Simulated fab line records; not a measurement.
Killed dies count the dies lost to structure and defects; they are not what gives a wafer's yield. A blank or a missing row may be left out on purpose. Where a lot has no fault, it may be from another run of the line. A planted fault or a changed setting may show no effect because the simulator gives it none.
Which tool is to blame? || flow sky130 || Sampling: 11 lots, 33 wafers, 6 of 708 route steps

== WHAT EACH GAUGE READ, for each wafer ==
SKY_GATE_OXIDE_THK_MEAS_02. Usual: GATE_OXIDE_OXIDATION_00_THK typically reads 10.27 nm, with standard deviation 0.21.
{"lot": "L421", "measured": "day 13 10:26", "on": "film_metro-02", "GATE_OXIDE_OXIDATION_00_THK (nm)": "10.05 10.05 10.04", "flag": ""}
{"lot": "L424", "measured": "day 14 11:31", "on": "film_metro-01", "GATE_OXIDE_OXIDATION_00_THK (nm)": "10.23 10.17 10.15", "flag": ""}
{"lot": "L425", "measured": "day 14 18:45", "on": "film_metro-04", "GATE_OXIDE_OXIDATION_00_THK (nm)": "10.24 10.45 10.39", "flag": ""}
{"lot": "L428", "measured": "day 15 21:19", "on": "film_metro-02", "GATE_OXIDE_OXIDATION_00_THK (nm)": "9.91 9.97 10.09", "flag": ""}
{"lot": "L430", "measured": "day 16 14:08", "on": "film_metro-02", "GATE_OXIDE_OXIDATION_00_THK (nm)": "10.79 10.63 10.88", "flag": ""}
{"lot": "L434", "measured": "day 17 19:55", "on": "film_metro-02", "GATE_OXIDE_OXIDATION_00_THK (nm)": "10.34 10.42 10.28", "flag": ""}
{"lot": "L435", "measured": "day 18 08:04", "on": "film_metro-04", "GATE_OXIDE_OXIDATION_00_THK (nm)": "10.15 10.33 10.36", "flag": ""}
{"lot": "L436", "measured": "day 18 12:39", "on": "film_metro-01", "GATE_OXIDE_OXIDATION_00_THK (nm)": "10.69 10.54 10.65", "flag": ""}
{"lot": "L440", "measured": "day 19 23:53", "on": "film_metro-02", "GATE_OXIDE_OXIDATION_00_THK (nm)": "10.47 10.26 10.40", "flag": ""}
{"lot": "L441", "measured": "day 20 09:10", "on": "film_metro-04", "GATE_OXIDE_OXIDATION_00_THK (nm)": "10.46 10.21 10.51", "flag": ""}
{"lot": "L442", "measured": "day 21 20:14", "on": "film_metro-04", "GATE_OXIDE_OXIDATION_00_THK (nm)": "10.37 10.43 10.27", "flag": ""}

SKY_POLY_GATE_THK_MEAS_04. Usual: POLY_GATE_CVD_03_THK typically reads 75.4 nm, with standard deviation 0.61.
{"lot": "L421", "measured": "day 15 19:46", "on": "film_metro-03", "POLY_GATE_CVD_03_THK (nm)": "76.2 75.9 76.0", "flag": ""}
{"lot": "L424", "measured": "day 17 01:42", "on": "film_metro-03", "POLY_GATE_CVD_03_THK (nm)": "74.1 74.1 74.4", "flag": ""}
{"lot": "L425", "measured": "day 17 08:08", "on": "film_metro-03", "POLY_GATE_CVD_03_THK (nm)": "74.9 75.0 75.1", "flag": ""}
{"lot": "L428", "measured": "day 18 15:02", "on": "film_metro-01", "POLY_GATE_CVD_03_THK (nm)": "76.1 75.9 75.9", "flag": ""}
{"lot": "L430", "measured": "day 19 08:16", "on": "film_metro-04", "POLY_GATE_CVD_03_THK (nm)": "75.6 75.7 75.8", "flag": ""}
{"lot": "L434", "measured": "day 20 17:36", "on": "film_metro-03", "POLY_GATE_CVD_03_THK (nm)": "74.6 75.4 75.3", "flag": ""}
{"lot": "L435", "measured": "day 21 01:55", "on": "film_metro-03", "POLY_GATE_CVD_03_THK (nm)": "75.9 76.2 75.5", "flag": ""}
{"lot": "L436", "measured": "day 21 08:18", "on": "film_metro-01", "POLY_GATE_CVD_03_THK (nm)": "75.2 75.7 75.1", "flag": ""}
{"lot": "L440", "measured": "day 23 15:04", "on": "film_metro-04", "POLY_GATE_CVD_03_THK (nm)": "75.1 75.2 75.3", "flag": ""}
{"lot": "L441", "measured": "day 23 15:04", "on": "film_metro-03", "POLY_GATE_CVD_03_THK (nm)": "74.8 74.6 74.3", "flag": ""}
{"lot": "L442", "measured": "day 24 11:31", "on": "film_metro-03", "POLY_GATE_CVD_03_THK (nm)": "75.8 76.0 76.9", "flag": ""}

SKY_LDD_N_TW_MEAS_17. Usual: LDD_N_TW typically reads 2583, with standard deviation 31.
{"lot": "L421", "measured": "day 18 10:40", "on": "film_metro-02", "LDD_N_TW": "2603 2609 2616", "flag": ""}
{"lot": "L424", "measured": "day 19 18:35", "on": "film_metro-03", "LDD_N_TW": "2546 2536 2535", "flag": ""}
{"lot": "L425", "measured": "day 19 23:56", "on": "film_metro-03", "LDD_N_TW": "2542 2527 2544", "flag": ""}
{"lot": "L428", "measured": "day 21 07:58", "on": "film_metro-02", "LDD_N_TW": "2591 2588 2587", "flag": ""}
{"lot": "L430", "measured": "day 21 23:44", "on": "film_metro-03", "LDD_N_TW": "2537 2534 2540", "flag": ""}
{"lot": "L434", "measured": "day 23 09:19", "on": "film_metro-04", "LDD_N_TW": "2897 2918 2899", "flag": "OFF"}
{"lot": "L435", "measured": "day 23 17:14", "on": "film_metro-04", "LDD_N_TW": "2903 2912 2903", "flag": "OFF"}
{"lot": "L436", "measured": "day 23 23:08", "on": "film_metro-02", "LDD_N_TW": "2609 2600 2626", "flag": ""}
{"lot": "L440", "measured": "day 26 04:17", "on": "film_metro-04", "LDD_N_TW": "2592 2596 2603", "flag": ""}
{"lot": "L441", "measured": "day 26 06:04", "on": "film_metro-02", "LDD_N_TW": "2611 2592 2606", "flag": ""}
{"lot": "L442", "measured": "day 27 00:32", "on": "film_metro-02", "LDD_N_TW": "2601 2600 2597", "flag": ""}

== WHICH TOOL RAN EACH LOT (tool, then ch and the chambers of the sampled wafers, then the start) ==
{"lot": "L421", "SKY_SONOS_ONO_STRIP_17": "plasma_asher-03 ch 0,1, day 13 07:31", "SKY_LDD_N_IMPLANT_10": "implanter-01 ch 0, day 18 09:41", "SKY_LDD_N_STRIP_16": "plasma_asher-03 ch 0,1, day 18 10:34"}
{"lot": "L424", "SKY_SONOS_ONO_STRIP_17": "plasma_asher-02 ch 0,1, day 14 08:40", "SKY_LDD_N_IMPLANT_10": "implanter-01 ch 0, day 19 17:38", "SKY_LDD_N_STRIP_16": "plasma_asher-02 ch 0,1, day 19 18:30"}
{"lot": "L425", "SKY_SONOS_ONO_STRIP_17": "plasma_asher-02 ch 0,1, day 14 16:32", "SKY_LDD_N_IMPLANT_10": "implanter-04 ch 0, day 19 22:56", "SKY_LDD_N_STRIP_16": "plasma_asher-03 ch 0,1, day 19 23:50"}
{"lot": "L428", "SKY_SONOS_ONO_STRIP_17": "plasma_asher-02 ch 0,1, day 15 18:56", "SKY_LDD_N_IMPLANT_10": "implanter-04 ch 0, day 21 06:58", "SKY_LDD_N_STRIP_16": "plasma_asher-01 ch 0,1, day 21 07:52"}
{"lot": "L430", "SKY_SONOS_ONO_STRIP_17": "plasma_asher-02 ch 0,1, day 16 11:45", "SKY_LDD_N_IMPLANT_10": "implanter-01 ch 0, day 21 22:47", "SKY_LDD_N_STRIP_16": "plasma_asher-02 ch 0,1, day 21 23:39"}
{"lot": "L434", "SKY_SONOS_ONO_STRIP_17": "plasma_asher-02 ch 0,1, day 17 18:18", "SKY_LDD_N_IMPLANT_10": "implanter-04 ch 0, day 23 08:19", "SKY_LDD_N_STRIP_16": "plasma_asher-02 ch 0,1, day 23 09:13"}
{"lot": "L435", "SKY_SONOS_ONO_STRIP_17": "plasma_asher-01 ch 0,1, day 18 05:02", "SKY_LDD_N_IMPLANT_10": "implanter-04 ch 0, day 23 16:14", "SKY_LDD_N_STRIP_16": "plasma_asher-03 ch 0,1, day 23 17:07"}
{"lot": "L436", "SKY_SONOS_ONO_STRIP_17": "plasma_asher-02 ch 0,1, day 18 09:45", "SKY_LDD_N_IMPLANT_10": "implanter-01 ch 0, day 23 22:08", "SKY_LDD_N_STRIP_16": "plasma_asher-03 ch 1, day 23 23:01"}
{"lot": "L440", "SKY_SONOS_ONO_STRIP_17": "plasma_asher-01 ch 0,1, day 19 21:59", "SKY_LDD_N_IMPLANT_10": "implanter-01 ch 0, day 26 03:17", "SKY_LDD_N_STRIP_16": "plasma_asher-03 ch 0,1, day 26 04:11"}
{"lot": "L441", "SKY_SONOS_ONO_STRIP_17": "plasma_asher-01 ch 0,1, day 20 07:24", "SKY_LDD_N_IMPLANT_10": "implanter-02 ch 0, day 26 05:04", "SKY_LDD_N_STRIP_16": "plasma_asher-01 ch 0,1, day 26 05:58"}
{"lot": "L442", "SKY_SONOS_ONO_STRIP_17": "plasma_asher-02 ch 0,1, day 21 18:38", "SKY_LDD_N_IMPLANT_10": "implanter-02 ch 0, day 26 23:34", "SKY_LDD_N_STRIP_16": "plasma_asher-03 ch 0,1, day 27 00:27"}
- SKY_SONOS_ONO_STRIP_17: strips in O2/N2.
- SKY_LDD_N_IMPLANT_10
- SKY_LDD_N_STRIP_16: strips in O2/N2.

== AS READ BY THE TOOLS THEMSELVES (means over the sampled wafers that have a number; for cases with no such wafer, the mark the record gives instead) ==
SKY_SONOS_ONO_STRIP_17. Usual: drypump_motor_current_A 5.7 A, standard deviation 0.51; oes_product_au 0.710 a.u., standard deviation 0.0049; strip_time_to_endpoint_s 14.07 s, standard deviation 0.037.
{"lot": "L421", "tool": "plasma_asher-03", "drypump_motor_current_A (A)": 5.7, "oes_product_au (a.u.)": 0.709, "strip_time_to_endpoint_s (s)": 14.08, "flag": ""}
{"lot": "L424", "tool": "plasma_asher-02", "drypump_motor_current_A (A)": 5.4, "oes_product_au (a.u.)": 0.713, "strip_time_to_endpoint_s (s)": 14.13, "flag": ""}
{"lot": "L425", "tool": "plasma_asher-02", "drypump_motor_current_A (A)": 5.4, "oes_product_au (a.u.)": 0.708, "strip_time_to_endpoint_s (s)": 14.07, "flag": ""}
{"lot": "L428", "tool": "plasma_asher-02", "drypump_motor_current_A (A)": 5.7, "oes_product_au (a.u.)": 0.710, "strip_time_to_endpoint_s (s)": 14.07, "flag": ""}
{"lot": "L430", "tool": "plasma_asher-02", "drypump_motor_current_A (A)": 5.7, "oes_product_au (a.u.)": 0.709, "strip_time_to_endpoint_s (s)": 14.00, "flag": ""}
{"lot": "L434", "tool": "plasma_asher-02", "drypump_motor_current_A (A)": 5.7, "oes_product_au (a.u.)": 0.713, "strip_time_to_endpoint_s (s)": 14.09, "flag": ""}
{"lot": "L435", "tool": "plasma_asher-01", "drypump_motor_current_A (A)": 5.9, "oes_product_au (a.u.)": 0.710, "strip_time_to_endpoint_s (s)": 14.08, "flag": ""}
{"lot": "L436", "tool": "plasma_asher-02", "drypump_motor_current_A (A)": 5.4, "oes_product_au (a.u.)": 0.713, "strip_time_to_endpoint_s (s)": 14.12, "flag": ""}
{"lot": "L440", "tool": "plasma_asher-01", "drypump_motor_current_A (A)": 6.1, "oes_product_au (a.u.)": 0.705, "strip_time_to_endpoint_s (s)": 14.10, "flag": ""}
{"lot": "L441", "tool": "plasma_asher-01", "drypump_motor_current_A (A)": 6.1, "oes_product_au (a.u.)": 0.709, "strip_time_to_endpoint_s (s)": 14.02, "flag": ""}
{"lot": "L442", "tool": "plasma_asher-02", "drypump_motor_current_A (A)": 5.7, "oes_product_au (a.u.)": 0.717, "strip_time_to_endpoint_s (s)": 14.08, "flag": ""}

SKY_LDD_N_IMPLANT_10. Usual: beam_on_s 10.00 s, standard deviation 0.21; dose_ions_cm2 7.5e+13, standard deviation 7.4e+10; faraday_current_uA 423, standard deviation 8.6.
{"lot": "L421", "tool": "implanter-01", "beam_on_s (s)": 10.30, "dose_ions_cm2": 7.5e+13, "faraday_current_uA": 410, "flag": ""}
{"lot": "L424", "tool": "implanter-01", "beam_on_s (s)": 10.15, "dose_ions_cm2": 7.5e+13, "faraday_current_uA": 417, "flag": ""}
{"lot": "L425", "tool": "implanter-04", "beam_on_s (s)": 9.92, "dose_ions_cm2": 7.5e+13, "faraday_current_uA": 427, "flag": ""}
{"lot": "L428", "tool": "implanter-04", "beam_on_s (s)": 9.86, "dose_ions_cm2": 7.5e+13, "faraday_current_uA": 429, "flag": ""}
{"lot": "L430", "tool": "implanter-01", "beam_on_s (s)": 9.94, "dose_ions_cm2": 7.5e+13, "faraday_current_uA": 425, "flag": ""}
{"lot": "L434", "tool": "implanter-04", "beam_on_s (s)": 43.54, "dose_ions_cm2": 4.2e+14, "faraday_current_uA": 547, "flag": "OFF"}
{"lot": "L435", "tool": "implanter-04", "beam_on_s (s)": 43.78, "dose_ions_cm2": 4.2e+14, "faraday_current_uA": 545, "flag": "OFF"}
{"lot": "L436", "tool": "implanter-01", "beam_on_s (s)": 9.76, "dose_ions_cm2": 7.5e+13, "faraday_current_uA": 432, "flag": ""}
{"lot": "L440", "tool": "implanter-01", "beam_on_s (s)": 9.97, "dose_ions_cm2": 7.5e+13, "faraday_current_uA": 423, "flag": ""}
{"lot": "L441", "tool": "implanter-02", "beam_on_s (s)": 9.77, "dose_ions_cm2": 7.5e+13, "faraday_current_uA": 433, "flag": ""}
{"lot": "L442", "tool": "implanter-02", "beam_on_s (s)": 10.05, "dose_ions_cm2": 7.5e+13, "faraday_current_uA": 421, "flag": ""}

SKY_LDD_N_STRIP_16. Usual: drypump_motor_current_A 5.7 A, standard deviation 0.49; oes_product_au 0.406 a.u., standard deviation 0.0046; strip_time_to_endpoint_s 4.311 s, standard deviation 0.016.
{"lot": "L421", "tool": "plasma_asher-03", "drypump_motor_current_A (A)": 5.5, "oes_product_au (a.u.)": 0.405, "strip_time_to_endpoint_s (s)": 4.309, "flag": ""}
{"lot": "L424", "tool": "plasma_asher-02", "drypump_motor_current_A (A)": 5.7, "oes_product_au (a.u.)": 0.403, "strip_time_to_endpoint_s (s)": 4.302, "flag": ""}
{"lot": "L425", "tool": "plasma_asher-03", "drypump_motor_current_A (A)": 5.8, "oes_product_au (a.u.)": 0.409, "strip_time_to_endpoint_s (s)": 4.315, "flag": ""}
{"lot": "L428", "tool": "plasma_asher-01", "drypump_motor_current_A (A)": 6.1, "oes_product_au (a.u.)": 0.410, "strip_time_to_endpoint_s (s)": 4.316, "flag": ""}
{"lot": "L430", "tool": "plasma_asher-02", "drypump_motor_current_A (A)": 5.4, "oes_product_au (a.u.)": 0.409, "strip_time_to_endpoint_s (s)": 4.305, "flag": ""}
{"lot": "L434", "tool": "plasma_asher-02", "drypump_motor_current_A (A)": 5.7, "oes_product_au (a.u.)": 0.410, "strip_time_to_endpoint_s (s)": 5.167, "flag": "OFF"}
{"lot": "L435", "tool": "plasma_asher-03", "drypump_motor_current_A (A)": 5.8, "oes_product_au (a.u.)": 0.403, "strip_time_to_endpoint_s (s)": 5.141, "flag": "OFF"}
{"lot": "L436", "tool": "plasma_asher-03", "drypump_motor_current_A (A)": 6.1, "oes_product_au (a.u.)": 0.409, "strip_time_to_endpoint_s (s)": 4.308, "flag": ""}
{"lot": "L440", "tool": "plasma_asher-03", "drypump_motor_current_A (A)": 5.5, "oes_product_au (a.u.)": 0.408, "strip_time_to_endpoint_s (s)": 4.322, "flag": ""}
{"lot": "L441", "tool": "plasma_asher-01", "drypump_motor_current_A (A)": 5.9, "oes_product_au (a.u.)": 0.411, "strip_time_to_endpoint_s (s)": 4.321, "flag": ""}
{"lot": "L442", "tool": "plasma_asher-03", "drypump_motor_current_A (A)": 5.8, "oes_product_au (a.u.)": 0.404, "strip_time_to_endpoint_s (s)": 4.313, "flag": ""}

== THE ANSWER, worked out from the rows above alone ==
Rule: a lot counts as off when the mean over its wafers that have a number is more than 3 standard deviations away from the usual mean. A lot without any number at a reading at which 4 lots or more have one is off too. The other lots that the step has rows for count as sound. The gauges are gone through in route order, then the tools' own readings, and for those a lot's mean is taken as printed above. The first step at which some lot is off is used, and at that step the reading that is off furthest; a lot without a number counts as furthest.
Off: L434, L435, seen at SKY_LDD_N_TW_MEAS_17 (LDD_N_TW).
A tool fits if, at a process step before that reading, it ran every lot that is off, and no sound lot after the first of them. Not tried: the gauges at SKY_LDD_N_TW_MEAS_17; whatever is off there is also off at SKY_LDD_N_IMPLANT_10, on other tools, and gauge error can't account for it. One candidate fits, namely implanter-04 at SKY_LDD_N_IMPLANT_10. A fault onset in the window from L428 (day 21 06:58, its last sound lot) to L434 (day 23 08:19, its first lot off) fits.
The tool's own readings at SKY_LDD_N_IMPLANT_10 bear it out: on the lots that are off they differ by more than 5 times the standard deviation of the sound lots' means. beam_on_s reads 43.66 s there against 9.97 s on the sound lots; dose_ions_cm2 reads 4.2e+14 there against 7.5e+13 on the sound lots; faraday_current_uA reads 546 there against 424 on the sound lots.

== WHAT THE SIMULATOR PUT IN ==
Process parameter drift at SKY_LDD_N_IMPLANT_10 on implanter-04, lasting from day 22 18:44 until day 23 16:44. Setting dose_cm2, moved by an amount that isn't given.
Lots struck among those shown: L434, L435. The rule above found the same.
